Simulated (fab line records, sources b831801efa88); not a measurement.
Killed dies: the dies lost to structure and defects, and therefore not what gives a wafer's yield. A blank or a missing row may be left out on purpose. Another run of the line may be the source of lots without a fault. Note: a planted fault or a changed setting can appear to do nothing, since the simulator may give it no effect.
The tool behind it: which one?    flow sky130    36 wafers from 12 lots sampled at 3 of the route's 708 steps

## WHAT THE GAUGES READ, wafer by wafer
SKY_SD_N_RS_MEAS_17: a four-point-probe measurement. Usual: SD_P_RS gives 146.9 ohm/sq (standard deviation 0.43).
lot   measured      on             SD_P_RS (ohm/sq)   flag
L979  day 29 12:07  film metro-01  147.5 148.1 147.2  
L981  day 29 13:17  film metro-04  146.7 146.7 147.2  
L982  day 29 21:50  film metro-01  146.8 147.3 147.6  
L984  day 30 20:13  film metro-02  146.3 146.4 146.7  
L989  day 32 08:27  film metro-02  146.8 146.7 146.9  
L990  day 32 16:51  film metro-04  146.4 146.8 146.9  
L994  day 33 18:43  film metro-01  147.8 147.4 147.4  
L995  day 34 13:29  film metro-02  146.5 146.6 146.5  
L996  day 34 15:21  film metro-02  146.6 147.0 146.8  
L997  day 34 21:53  film metro-02  146.4 146.1 146.4  
L999  day 36 11:12  film metro-02  146.4 147.3 147.0  
L998  day 36 13:01  film metro-04  146.6 146.9 146.9  

## WHICH TOOL RAN EACH LOT (tool, then ch and the chambers of the sampled wafers, then the start)
lot   SKY_RES_XHIGH_STRIP_08                SKY_SD_N_STRIP_11
L979  plasma asher-02 ch 0,1, day 28 06:44  plasma asher-04 ch 0,1, day 29 11:37
L981  plasma asher-02 ch 0,1, day 28 09:04  plasma asher-02 ch 0,1, day 29 12:43
L982  plasma asher-03 ch 0,1, day 28 17:02  plasma asher-04 ch 0,1, day 29 21:19
L984  plasma asher-02 ch 1, day 29 15:44    plasma asher-02 ch 1, day 30 19:43
L989  plasma asher-02 ch 0,1, day 31 03:20  plasma asher-01 ch 0,1, day 32 07:56
L990  plasma asher-03 ch 0,1, day 31 13:20  plasma asher-01 ch 0,1, day 32 16:20
L994  plasma asher-02 ch 0,1, day 32 15:08  plasma asher-02 ch 0,1, day 33 18:13
L995  plasma asher-04 ch 0,1, day 33 10:40  plasma asher-01 ch 0,1, day 34 12:59
L996  plasma asher-03 ch 0,1, day 33 12:23  plasma asher-01 ch 0,1, day 34 14:50
L997  plasma asher-04 ch 0,1, day 33 18:53  plasma asher-02 ch 0,1, day 34 21:21
L999  plasma asher-02 ch 0,1, day 35 08:26  plasma asher-02 ch 0,1, day 36 10:41
L998  plasma asher-03 ch 0,1, day 35 10:10  plasma asher-01 ch 0,1, day 36 12:31
- SKY_RES_XHIGH_STRIP_08: strips in O2/N2.
- SKY_SD_N_STRIP_11: strips in O2/N2.

## AS READ BY THE TOOLS THEMSELVES (means over the sampled wafers that have a number; for cases with no such wafer, the mark the record gives instead)
SKY_RES_XHIGH_STRIP_08. Usual: chamber pressure mTorr 1499.9 mTorr, standard deviation 1.4; drypump motor current A 5.8 A, standard deviation 0.37; oes product au 0.711 a.u., standard deviation 0.0044; strip time to endpoint s 14.27 s, standard deviation 0.042.
lot   tool             chamber pressure mTorr (mTorr)  drypump motor current A (A)  oes product au (a.u.)  strip time to endpoint s (s)  flag
L979  plasma asher-02  1499.1                          5.9                          0.707                  14.26                         
L981  plasma asher-02  1501.1                          6.0                          0.711                  14.30                         
L982  plasma asher-03  1499.5                          6.1                          0.715                  14.28                         
L984  plasma asher-02  1499.1                          6.1                          0.712                  14.26                         
L989  plasma asher-02  1500.0                          6.0                          0.711                  14.24                         
L990  plasma asher-03  1498.9                          6.1                          0.711                  14.27                         
L994  plasma asher-02  1499.4                          5.9                          0.707                  14.28                         
L995  plasma asher-04  1499.5                          5.5                          0.712                  14.36                         
L996  plasma asher-03  1499.9                          6.1                          0.716                  14.32                         
L997  plasma asher-04  1500.4                          5.5                          0.715                  14.32                         
L999  plasma asher-02  1499.3                          6.0                          0.708                  14.30                         
L998  plasma asher-03  1499.4                          6.1                          0.712                  14.27                         

SKY_SD_N_STRIP_11. Usual: chamber pressure mTorr 1500.0 mTorr, standard deviation 1.2; drypump motor current A 5.7 A, standard deviation 0.41; oes product au 0.528 a.u., standard deviation 0.005; strip time to endpoint s 22.55 s, standard deviation 0.043.
lot   tool             chamber pressure mTorr (mTorr)  drypump motor current A (A)  oes product au (a.u.)  strip time to endpoint s (s)  flag
L979  plasma asher-04  1499.6                          5.2                          0.522                  22.51                         
L981  plasma asher-02  1500.1                          6.0                          0.529                  22.56                         
L982  plasma asher-04  1500.0                          5.5                          0.529                  22.58                         
L984  plasma asher-02  1500.2                          6.0                          0.529                  22.50                         
L989  plasma asher-01  1499.5                          6.0                          0.533                  22.55                         
L990  plasma asher-01  1500.9                          6.0                          0.524                  22.55                         
L994  plasma asher-02  1500.9                          6.0                          0.525                  22.55                         
L995  plasma asher-01  1500.2                          6.0                          0.530                  22.63                         
L996  plasma asher-01  1500.3                          6.0                          0.529                  22.53                         
L997  plasma asher-02  1500.5                          5.9                          0.528                  22.59                         
L999  plasma asher-02  1498.1                          6.0                          0.528                  22.56                         
L998  plasma asher-01  1499.5                          6.0                          0.529                  22.58                         

## THE ANSWER, worked out from the rows above alone
Rule: lot off if the mean of its wafers having a number is beyond 3 standard deviations from the usual mean. A lot without any number at a reading at which 4 lots or more have one is off too. All remaining lots with rows at the step are treated as sound. Order of review: gauges by route order, followed by the tools' own readings, for which a lot's mean as printed above is used. At the first step where some lot is off, the reading lying furthest off is the one used; lots without a number count as furthest.
Nothing can be told from this: no lot is off at any reading shown.

## WHAT WAS PUT IN BY THE SIMULATOR
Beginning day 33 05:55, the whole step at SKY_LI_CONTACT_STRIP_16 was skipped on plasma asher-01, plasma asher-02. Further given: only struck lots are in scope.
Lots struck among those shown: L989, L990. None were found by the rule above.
